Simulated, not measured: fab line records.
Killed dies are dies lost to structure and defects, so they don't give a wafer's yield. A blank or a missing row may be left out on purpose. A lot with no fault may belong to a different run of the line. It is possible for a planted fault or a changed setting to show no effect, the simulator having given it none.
Split-lot trial :: flow gf180mcu :: 23 wafers read across 5 lots, on a route 602 steps long

## SPLIT DETAILS
At GF_HV_LDD_DEVELOP_18 (develop time 60 s), the setting develop time s was moved away from the recipe's 60 s on 8 of the 23 wafers read, by -13.7% to -7.2%. For the rest of the wafers, this setting stayed at what the recipe calls for.

There is no step in the file separating the split from the reading.

## THE READING
cd nm at GF_HV_LDD_CD_MEAS_19, given in nm (cd target 400 nm). Typical for fault-free wafers on this fab line: 400.5 nm, with standard deviation 2.2 nm.

wafer: L074.2
tool, chamber at the split: litho track-03, 0
develop time s as run, s: 60
against the recipe: recipe
cd nm, nm: 398.1
against lot-mates on the recipe: -

wafer: L074.3
tool, chamber at the split: litho track-03, 0
develop time s as run, s: 51.78
against the recipe: -13.7%
cd nm, nm: 384.7
against lot-mates on the recipe: -13.6

wafer: L074.4
tool, chamber at the split: litho track-03, 0
develop time s as run, s: 51.78
against the recipe: -13.7%
cd nm, nm: 383.9
against lot-mates on the recipe: -14.4

wafer: L074.5
tool, chamber at the split: litho track-03, 0
develop time s as run, s: 60
against the recipe: recipe
cd nm, nm: 398.5
against lot-mates on the recipe: -

wafer: L074.6
tool, chamber at the split: litho track-03, 0
develop time s as run, s: 51.78
against the recipe: -13.7%
cd nm, nm: 383.7
against lot-mates on the recipe: -14.6

wafer: L076.1
tool, chamber at the split: litho track-03, 0
develop time s as run, s: 60
against the recipe: recipe
cd nm, nm: 398.7
against lot-mates on the recipe: -

wafer: L076.3
tool, chamber at the split: litho track-03, 0
develop time s as run, s: 60
against the recipe: recipe
cd nm, nm: 397.5
against lot-mates on the recipe: -

wafer: L076.6
tool, chamber at the split: litho track-03, 0
develop time s as run, s: 60
against the recipe: recipe
cd nm, nm: 397.6
against lot-mates on the recipe: -

wafer: L077.1
tool, chamber at the split: litho track-01, 0
develop time s as run, s: 60
against the recipe: recipe
cd nm, nm: 402.9
against lot-mates on the recipe: -

wafer: L077.2
tool, chamber at the split: litho track-01, 0
develop time s as run, s: 53.89
against the recipe: -10.2%
cd nm, nm: 394.3
against lot-mates on the recipe: -7.7

wafer: L077.4
tool, chamber at the split: litho track-01, 0
develop time s as run, s: 53.89
against the recipe: -10.2%
cd nm, nm: 391.6
against lot-mates on the recipe: -10.4

wafer: L077.5
tool, chamber at the split: litho track-01, 0
develop time s as run, s: 53.89
against the recipe: -10.2%
cd nm, nm: 392.8
against lot-mates on the recipe: -9.2

wafer: L077.6
tool, chamber at the split: litho track-01, 0
develop time s as run, s: 60
against the recipe: recipe
cd nm, nm: 401.2
against lot-mates on the recipe: -

wafer: L079.2
tool, chamber at the split: litho track-03, 0
develop time s as run, s: 60
against the recipe: recipe
cd nm, nm: 399.0
against lot-mates on the recipe: -

wafer: L079.3
tool, chamber at the split: litho track-03, 0
develop time s as run, s: 60
against the recipe: recipe
cd nm, nm: 398.0
against lot-mates on the recipe: -

wafer: L079.4
tool, chamber at the split: litho track-03, 0
develop time s as run, s: 60
against the recipe: recipe
cd nm, nm: 397.6
against lot-mates on the recipe: -

wafer: L079.5
tool, chamber at the split: litho track-03, 0
develop time s as run, s: 60
against the recipe: recipe
cd nm, nm: 397.7
against lot-mates on the recipe: -

wafer: L079.6
tool, chamber at the split: litho track-03, 0
develop time s as run, s: 60
against the recipe: recipe
cd nm, nm: 397.9
against lot-mates on the recipe: -

wafer: L083.1
tool, chamber at the split: litho track-01, 0
develop time s as run, s: 55.7
against the recipe: -7.2%
cd nm, nm: 390.2
against lot-mates on the recipe: -7.4

wafer: L083.2
tool, chamber at the split: litho track-01, 0
develop time s as run, s: 60
against the recipe: recipe
cd nm, nm: 397.5
against lot-mates on the recipe: -

wafer: L083.3
tool, chamber at the split: litho track-01, 0
develop time s as run, s: 60
against the recipe: recipe
cd nm, nm: 396.9
against lot-mates on the recipe: -

wafer: L083.4
tool, chamber at the split: litho track-01, 0
develop time s as run, s: 55.7
against the recipe: -7.2%
cd nm, nm: 393.9
against lot-mates on the recipe: -3.7

wafer: L083.5
tool, chamber at the split: litho track-01, 0
develop time s as run, s: 60
against the recipe: recipe
cd nm, nm: 398.3
against lot-mates on the recipe: -

THE FIT
A straight line over all 23 wafers: cd nm changes by +0.889 nm for each +1% of develop time s; r = +0.92; the points scatter about the line by 2.1 nm.
The same after taking each lot's own level away (the mean of its wafers on the recipe; 23 wafers): +0.975 nm for each +1%; r = +0.98; scatter 1.1 nm.
The reading moves by 13 nm for the largest change in develop time s, on that fit.
Across the lots, their own levels run from 397.57 to 402.05 nm, a range of 2.0 times the standard deviation given above.
The two slopes are in agreement: the lot-to-lot level therefore moves the slope only a little.
Check: for one of the wafers moved furthest among these (-13.7%), held out of the fit, the line's prediction against its lot-mates is -13.2 nm. Against them it came out at -13.6 nm.

## OTHER SPLITS ON THESE WAFERS
Other splits were also applied to these wafers ahead of the reading. Each is held against what the fit with the lots' levels taken away leaves over:
other split on the same wafers: GF_VT_IMPLANT_IMPLANT_41 energy kev
wafers away from the commonest value: 8
r with cd nm (lot level and that fit taken away): -0.24

other split on the same wafers: GF_DUAL_GATE_OXIDATION_02 temp c
wafers away from the commonest value: 15
r with cd nm (lot level and that fit taken away): -0.01

other split on the same wafers: GF_DUAL_GATE_COAT_06 spin rpm
wafers away from the commonest value: 8
r with cd nm (lot level and that fit taken away): -0.26

other split on the same wafers: GF_POLY_GATE_PEB_08 peb temp c
wafers away from the commonest value: 6
r with cd nm (lot level and that fit taken away): +0.14

other split on the same wafers: GF_POLY_GATE_ETCH_12 ion energy ev
wafers away from the commonest value: 9
r with cd nm (lot level and that fit taken away): -0.01

other split on the same wafers: GF_HV_LDD_DEVELOP_06 develop time s
wafers away from the commonest value: 9
r with cd nm (lot level and that fit taken away): +0.11

other split on the same wafers: GF_HV_LDD_IMPLANT_09 energy kev
wafers away from the commonest value: 8
r with cd nm (lot level and that fit taken away): +0.01

## THE FILE'S OWN FIT
cd nm changes by +0.953 nm for each +1% of develop time s, r = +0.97.
